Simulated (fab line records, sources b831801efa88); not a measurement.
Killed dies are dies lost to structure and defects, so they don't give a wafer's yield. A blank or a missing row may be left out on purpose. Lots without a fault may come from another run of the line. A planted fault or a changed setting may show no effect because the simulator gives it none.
Which tool did it? | flow gf180mcu | 6 lots, 18 wafers sampled, at 3 steps of a route of 602

WHAT THE GAUGES READ, wafer by wafer
GF_NWELL_TW_MEAS_11.
lot  | measured    | on            | NWELL_TW
L497 | day 3 11:56 | film_metro-01 | 1584 1569 1579
L501 | day 4 20:45 | film_metro-01 | 1569 1569 1573
L503 | day 5 01:13 | film_metro-02 | 1582 1584 1578
L511 | day 6 20:20 | film_metro-04 | 1740 1745 1753
L514 | day 7 13:24 | film_metro-01 | 1565 1577 1578
L518 | day 8 11:22 | film_metro-02 | 1563 1568 1567

WHICH TOOL RAN EACH LOT (tool, then ch and the chambers of the sampled wafers, then the start)
lot  | GF_DNWELL_STRIP_08                  | GF_NWELL_IMPLANT_08
L497 | plasma_asher-04 ch 0,1, day 2 23:22 | implanter-04 ch 0, day 3 11:32
L501 | plasma_asher-02 ch 0,1, day 4 05:42 | implanter-01 ch 0, day 4 20:22
L503 | plasma_asher-03 ch 0,1, day 4 11:03 | implanter-03 ch 0, day 5 00:51
L511 | plasma_asher-02 ch 0,1, day 6 04:27 | implanter-03 ch 0, day 6 19:56
L514 | plasma_asher-03 ch 0,1, day 6 20:26 | implanter-01 ch 0, day 7 13:02
L518 | plasma_asher-02 ch 0,1, day 7 18:15 | implanter-01 ch 0, day 8 10:58
- GF_DNWELL_STRIP_08: strips in O2/N2.
- GF_NWELL_IMPLANT_08

THE ANSWER, worked out from the rows above alone
Rule: what is usual is taken from the lots themselves. Put in order of their means at a reading, lots are off if they are a third of the lots or fewer, leave a main group of 4 or more, and stand apart from it by a gap of 3 or more times the standard deviation of the main group's means; of several such gaps the widest counts. A main group whose means are all the same, to the digits that the tables above print for the reading, isn't used. A lot without any number at a reading at which 4 lots or more have one is off too. The other lots that the step has rows for count as sound.
Off: L511, at GF_NWELL_TW_MEAS_11 (NWELL_TW). The main group: mean 1574, standard deviation 5.3.
A tool fits if, at a process step before that reading, it ran every lot that is off, and no sound lot after the first of them. The gauges at GF_NWELL_TW_MEAS_11 are tried like those tools. Can't be told from this: 2 tools fit, implanter-03 at GF_NWELL_IMPLANT_08, film_metro-04 at GF_NWELL_TW_MEAS_11.

WHAT THE SIMULATOR HAD PUT IN
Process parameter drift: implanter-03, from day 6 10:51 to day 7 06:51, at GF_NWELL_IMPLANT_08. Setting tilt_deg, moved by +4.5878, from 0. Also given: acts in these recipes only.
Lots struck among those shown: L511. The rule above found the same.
